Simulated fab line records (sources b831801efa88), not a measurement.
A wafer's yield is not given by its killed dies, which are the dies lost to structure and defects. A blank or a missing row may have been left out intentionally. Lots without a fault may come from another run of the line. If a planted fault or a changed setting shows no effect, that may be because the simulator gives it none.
Which tool did it? -- flow sky130 -- 11 lots, 33 wafers sampled, at 5 steps of a route of 708

WHAT EACH GAUGE READ, for each wafer
SKY_METAL3_OVL_MEAS_14. Usual: for METAL3_OVL the level is 1 nm and the standard deviation is 5.7.
lot,measured,on,METAL3_OVL (nm),flag
L590,day 39 19:35,overlay-02,0 -6 -1,
L593,day 40 21:20,overlay-01,3 0 -7,
L594,day 41 10:15,overlay-01,-5 -4 -10,
L596,day 41 19:44,overlay-01,-2 -3 -5,
L598,day 42 07:30,overlay-01,5 1 8,
L600,day 42 18:11,overlay-02,11 5 9,
L605,day 44 03:29,overlay-01,0 -6 -7,
L606,day 44 15:02,overlay-01,6 12 6,
L607,day 45 12:35,overlay-02,2 5 -4,
L609,day 45 12:56,overlay-01,1 7 10,
L610,day 45 17:51,overlay-02,5 -1 7,

SKY_CAP2M_THK_MEAS_01. Usual: for CAP2M_CVD_00_THK the level is 15.43 nm and the standard deviation is 0.26.
lot,measured,on,CAP2M_CVD_00_THK (nm),flag
L590,day 41 00:07,film-metro-03,15.35 15.09 15.28,
L593,day 42 01:04,film-metro-03,15.30 15.75 15.41,
L594,day 42 13:44,film-metro-03,15.68 15.58 15.58,
L596,day 42 22:18,film-metro-01,15.56 15.21 15.42,
L598,day 43 10:14,film-metro-01,15.19 15.75 15.46,
L600,day 43 20:31,film-metro-01,15.60 15.62 15.63,
L605,day 45 10:52,film-metro-01,15.48 15.33 15.84,
L606,day 45 16:02,film-metro-02,8.95 14.86 15.25 8.95 14.87 15.23,OFF
L607,day 46 13:10,film-metro-03,8.90 9.53 15.38 8.92 9.53 15.39,OFF
L609,day 46 14:35,film-metro-02,15.40 15.19 15.77,
L610,day 46 19:08,film-metro-01,15.74 15.37 15.95,

TOOL THAT RAN EACH LOT (tool first, then ch and the chambers of the sampled wafers, then the start)
lot,SKY_VIA3_CMP_02,SKY_VIA3_ETCH_14,SKY_CAP2M_CVD_00
L590,"cmp-01 ch 1,2,3, day 39 20:50","rie-diel-03 ch 0,2,3, day 40 22:34","pecvd-01 ch 0,1,2, day 41 00:05"
L593,"cmp-01 ch 0,2, day 40 22:34","rie-diel-03 ch 0,2,3, day 41 23:31","pecvd-02 ch 1,2, day 42 01:02"
L594,"cmp-01 ch 0,1,2, day 41 11:44","rie-diel-01 ch 2,3, day 42 12:11","pecvd-02 ch 0,1,2, day 42 13:42"
L596,"cmp-02 ch 1,2, day 41 21:01","rie-diel-02 ch 0,1, day 42 20:46","pecvd-04 ch 0,1, day 42 22:17"
L598,"cmp-02 ch 0,1,2, day 42 08:50","rie-diel-01 ch 0,2,3, day 43 08:35","pecvd-01 ch 0,1,2, day 43 10:13"
L600,"cmp-01 ch 0,2,3, day 42 19:22","rie-diel-01 ch 0,1, day 43 18:58","pecvd-04 ch 0,1,2, day 43 20:29"
L605,"cmp-01 ch 0,3, day 44 05:06","rie-diel-02 ch 0,3, day 45 09:17","pecvd-02 ch 0,2, day 45 10:50"
L606,"cmp-01 ch 1,2,3, day 44 16:48","rie-diel-01 ch 1,2,3, day 45 14:29","pecvd-01 ch 1,2, day 45 16:01"
L607,"cmp-02 ch 2,3, day 45 13:49","rie-diel-01 ch 0,1,2, day 46 11:38","pecvd-01 ch 0,1,2, day 46 13:08"
L609,"cmp-02 ch 0,1,3, day 45 14:10","rie-diel-01 ch 0,1,3, day 46 12:31","pecvd-02 ch 0,1,2, day 46 14:34"
L610,"cmp-01 ch 0,1, day 45 19:06","rie-diel-03 ch 1,2, day 46 16:32","pecvd-02 ch 1,2, day 46 19:05"
- SKY_VIA3_CMP_02: polishes SiO2.
- SKY_VIA3_ETCH_14: etches BARC in N2/H2, stops on SiO2, time 45.9 s, target depth 60 nm.
- SKY_CAP2M_CVD_00: deposits SiO2, target thk 15.5 nm.

AS READ BY THE TOOLS THEMSELVES (means over the sampled wafers that have a number; for cases with no such wafer, the mark the record gives instead)
SKY_VIA3_CMP_02. Usual: motor-current-A 12.0 A, standard deviation 1.7.
lot,tool,motor-current-A (A),flag
L590,cmp-01,12.7,
L593,cmp-01,12.0,
L594,cmp-01,12.2,
L596,cmp-02,9.7,
L598,cmp-02,10.9,
L600,cmp-01,13.3,
L605,cmp-01,14.8,
L606,cmp-01,13.0,
L607,cmp-02,11.1,
L609,cmp-02,11.1,
L610,cmp-01,12.2,

SKY_VIA3_ETCH_14. Usual: drypump-motor-current-A 5.8 A, standard deviation 0.56; oes-product-au 0.855 a.u., standard deviation 0.0046; throttle-valve-pct 13.224 %, standard deviation 0.0099.
lot,tool,drypump-motor-current-A (A),oes-product-au (a.u.),throttle-valve-pct (%),flag
L590,rie-diel-03,6.2,0.854,13.222,
L593,rie-diel-03,6.2,0.857,13.228,
L594,rie-diel-01,5.5,0.856,13.231,
L596,rie-diel-02,6.0,0.856,13.229,
L598,rie-diel-01,5.6,0.856,13.227,
L600,rie-diel-01,4.9,0.857,13.230,
L605,rie-diel-02,6.3,0.850,13.216,
L606,rie-diel-01,5.3,0.856,13.227,
L607,rie-diel-01,5.4,0.861,13.226,
L609,rie-diel-01,5.2,0.850,13.219,
L610,rie-diel-03,5.3,0.860,13.229,

SKY_CAP2M_CVD_00. Usual: heater-power-w 736 W, standard deviation 91.
lot,tool,heater-power-w (W),flag
L590,pecvd-01,707,
L593,pecvd-02,833,
L594,pecvd-02,732,
L596,pecvd-04,695,
L598,pecvd-01,694,
L600,pecvd-04,683,
L605,pecvd-02,751,
L606,pecvd-01,630,
L607,pecvd-01,639,
L609,pecvd-02,832,
L610,pecvd-02,796,

THE ANSWER, worked out from the rows above alone
Rule: take the mean of a lot's wafers that have a number; if it is more than 3 standard deviations from the usual mean, the lot is off. Also off: a lot with no number at a reading for which 4 or more lots have one. Where the step has rows for the other lots, those lots are counted as sound. First the gauges in route order, then the tools' own readings, where a lot's mean is used as printed above. The first step at which some lot is off is used, and at that step the reading that is off furthest; a lot without a number counts as furthest.
Off: at SKY_CAP2M_THK_MEAS_01 (CAP2M_CVD_00_THK), L606, L607.
If a tool, at a process step before that reading, ran all the lots that are off and no sound lot after the first of them, it fits. Those tools and the gauges at SKY_CAP2M_THK_MEAS_01 are tried in the same way. One fits: SKY_CAP2M_CVD_00 on pecvd-01. A fault onset in the window from L598 (day 43 10:13, its last sound lot) to L606 (day 45 16:01, its first lot off) fits.

WHAT HAD BEEN PUT IN BY THE SIMULATOR
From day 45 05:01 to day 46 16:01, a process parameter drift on pecvd-01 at SKY_CAP2M_CVD_00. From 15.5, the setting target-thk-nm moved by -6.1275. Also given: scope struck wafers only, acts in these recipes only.
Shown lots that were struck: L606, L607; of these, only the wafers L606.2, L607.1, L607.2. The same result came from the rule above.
